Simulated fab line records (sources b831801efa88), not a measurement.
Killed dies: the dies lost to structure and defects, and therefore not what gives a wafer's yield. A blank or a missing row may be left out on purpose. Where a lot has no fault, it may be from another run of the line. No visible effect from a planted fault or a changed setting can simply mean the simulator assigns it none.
Matching of chambers / flow sky130 / 4 sister chambers for SKY_VIA1_CMP_24 on cmp-01
The step polishes, stops on SiO2, t overpolish 15 s, target thk 0 nm. 27 wafers are shown with their chamber, then 12 later ones without.

EACH WAFER AND ITS CHAMBER
wafer=L074.1; chamber=2; motor-current-A (A)=11.5; overpolish-run-s (s)=14.996; time-to-endpoint-s (s)=68.9
wafer=L074.4; chamber=0; motor-current-A (A)=12.4; overpolish-run-s (s)=14.984; time-to-endpoint-s (s)=67.9
wafer=L074.6; chamber=3; motor-current-A (A)=11.5; overpolish-run-s (s)=14.999; time-to-endpoint-s (s)=68.9
wafer=L076.1; chamber=3; motor-current-A (A)=11.1; overpolish-run-s (s)=15.006; time-to-endpoint-s (s)=64.5
wafer=L076.4; chamber=1; motor-current-A (A)=14.0; overpolish-run-s (s)=14.986; time-to-endpoint-s (s)=62.4
wafer=L076.6; chamber=2; motor-current-A (A)=11.8; overpolish-run-s (s)=15.025; time-to-endpoint-s (s)=65.4
wafer=L077.1; chamber=1; motor-current-A (A)=14.0; overpolish-run-s (s)=14.985; time-to-endpoint-s (s)=64.6
wafer=L077.4; chamber=3; motor-current-A (A)=11.5; overpolish-run-s (s)=14.989; time-to-endpoint-s (s)=66.9
wafer=L077.6; chamber=0; motor-current-A (A)=12.1; overpolish-run-s (s)=14.992; time-to-endpoint-s (s)=63.8
wafer=L077.2; chamber=2; motor-current-A (A)=11.6; overpolish-run-s (s)=15.008; time-to-endpoint-s (s)=65.1
wafer=L077.3; chamber=0; motor-current-A (A)=11.7; overpolish-run-s (s)=15.005; time-to-endpoint-s (s)=65.4
wafer=L077.5; chamber=3; motor-current-A (A)=11.3; overpolish-run-s (s)=14.996; time-to-endpoint-s (s)=67.7
wafer=L082.1; chamber=1; motor-current-A (A)=13.6; overpolish-run-s (s)=15.001; time-to-endpoint-s (s)=67.9
wafer=L082.2; chamber=2; motor-current-A (A)=11.4; overpolish-run-s (s)=14.998; time-to-endpoint-s (s)=68.9
wafer=L082.4; chamber=0; motor-current-A (A)=12.1; overpolish-run-s (s)=14.989; time-to-endpoint-s (s)=68.9
wafer=L083.1; chamber=1; motor-current-A (A)=13.3; overpolish-run-s (s)=14.993; time-to-endpoint-s (s)=68.6
wafer=L083.4; chamber=3; motor-current-A (A)=11.8; overpolish-run-s (s)=15.012; time-to-endpoint-s (s)=67.3
wafer=L083.5; chamber=2; motor-current-A (A)=11.5; overpolish-run-s (s)=15.003; time-to-endpoint-s (s)=63.9
wafer=L083.2; chamber=2; motor-current-A (A)=11.6; overpolish-run-s (s)=15.010; time-to-endpoint-s (s)=64.4
wafer=L083.3; chamber=0; motor-current-A (A)=12.4; overpolish-run-s (s)=14.992; time-to-endpoint-s (s)=63.0
wafer=L083.6; chamber=1; motor-current-A (A)=13.4; overpolish-run-s (s)=14.994; time-to-endpoint-s (s)=67.7
wafer=L084.2; chamber=2; motor-current-A (A)=11.7; overpolish-run-s (s)=14.989; time-to-endpoint-s (s)=65.8
wafer=L084.3; chamber=1; motor-current-A (A)=14.0; overpolish-run-s (s)=14.984; time-to-endpoint-s (s)=63.7
wafer=L084.4; chamber=3; motor-current-A (A)=11.4; overpolish-run-s (s)=14.973; time-to-endpoint-s (s)=69.0
wafer=L086.1; chamber=0; motor-current-A (A)=12.6; overpolish-run-s (s)=14.998; time-to-endpoint-s (s)=63.0
wafer=L086.4; chamber=1; motor-current-A (A)=13.2; overpolish-run-s (s)=15.000; time-to-endpoint-s (s)=66.0
wafer=L086.5; chamber=1; motor-current-A (A)=13.1; overpolish-run-s (s)=14.989; time-to-endpoint-s (s)=67.8

SIGNATURES (averages over the wafers above)
reading=motor-current-A; chamber 0=12.217; chamber 1=13.575; chamber 2=11.586; chamber 3=11.433; scatter within a chamber=0.288
reading=overpolish-run-s; chamber 0=14.99333; chamber 1=14.99150; chamber 2=15.00414; chamber 3=14.99583; scatter within a chamber=0.0101
reading=time-to-endpoint-s; chamber 0=65.333; chamber 1=66.088; chamber 2=66.057; chamber 3=67.383; scatter within a chamber=2.16
Rule: distance of a wafer from a chamber = root of the sum over the readings of ((wafer's reading minus chamber's mean) / reading's scatter) squared. The wafer belongs to the nearest chamber; if the next one is less than 2 further off, it can't be placed. The scatter is the square root of a quotient: the sum, over the shown wafers, of each reading's squared deviation from its chamber's mean, divided by wafers minus chambers.

WAFERS WITHOUT THEIR CHAMBER
wafer=L088.2; motor-current-A (A)=11.9; overpolish-run-s (s)=14.982; time-to-endpoint-s (s)=66.6
wafer=L088.3; motor-current-A (A)=13.2; overpolish-run-s (s)=15.008; time-to-endpoint-s (s)=65.9
wafer=L088.6; motor-current-A (A)=10.8; overpolish-run-s (s)=15.014; time-to-endpoint-s (s)=67.8
wafer=L090.2; motor-current-A (A)=11.2; overpolish-run-s (s)=15.015; time-to-endpoint-s (s)=65.9
wafer=L090.4; motor-current-A (A)=11.5; overpolish-run-s (s)=14.992; time-to-endpoint-s (s)=68.5
wafer=L090.6; motor-current-A (A)=13.5; overpolish-run-s (s)=14.985; time-to-endpoint-s (s)=64.2
wafer=L092.2; motor-current-A (A)=12.7; overpolish-run-s (s)=14.995; time-to-endpoint-s (s)=61.8
wafer=L092.4; motor-current-A (A)=11.0; overpolish-run-s (s)=14.988; time-to-endpoint-s (s)=63.4
wafer=L092.5; motor-current-A (A)=13.1; overpolish-run-s (s)=14.996; time-to-endpoint-s (s)=64.6
wafer=L097.2; motor-current-A (A)=13.1; overpolish-run-s (s)=14.993; time-to-endpoint-s (s)=65.2
wafer=L097.4; motor-current-A (A)=11.8; overpolish-run-s (s)=15.003; time-to-endpoint-s (s)=65.5
wafer=L097.5; motor-current-A (A)=10.9; overpolish-run-s (s)=14.991; time-to-endpoint-s (s)=65.4

EACH ONE'S CHAMBER
wafer=L088.2; from the rows above=can't be placed: 0 or 3 or 2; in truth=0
wafer=L088.3; from the rows above=can't be placed: 1 or 0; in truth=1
wafer=L088.6; from the rows above=can't be placed: 3 or 2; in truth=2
wafer=L090.2; from the rows above=can't be placed: 2 or 3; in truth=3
wafer=L090.4; from the rows above=can't be placed: 3 or 2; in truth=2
wafer=L090.6; from the rows above=1; in truth=1
wafer=L092.2; from the rows above=can't be placed: 0 or 1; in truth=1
wafer=L092.4; from the rows above=can't be placed: 3 or 2 or 0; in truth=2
wafer=L092.5; from the rows above=can't be placed: 1 or 0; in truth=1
wafer=L097.2; from the rows above=can't be placed: 1 or 0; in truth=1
wafer=L097.4; from the rows above=can't be placed: 2 or 3 or 0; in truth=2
wafer=L097.5; from the rows above=can't be placed: 3 or 2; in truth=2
Placed correctly: 1 of 12. Unplaceable from these rows: 11, with the true chamber sitting among the candidates in 11. Placed wrongly: 0.
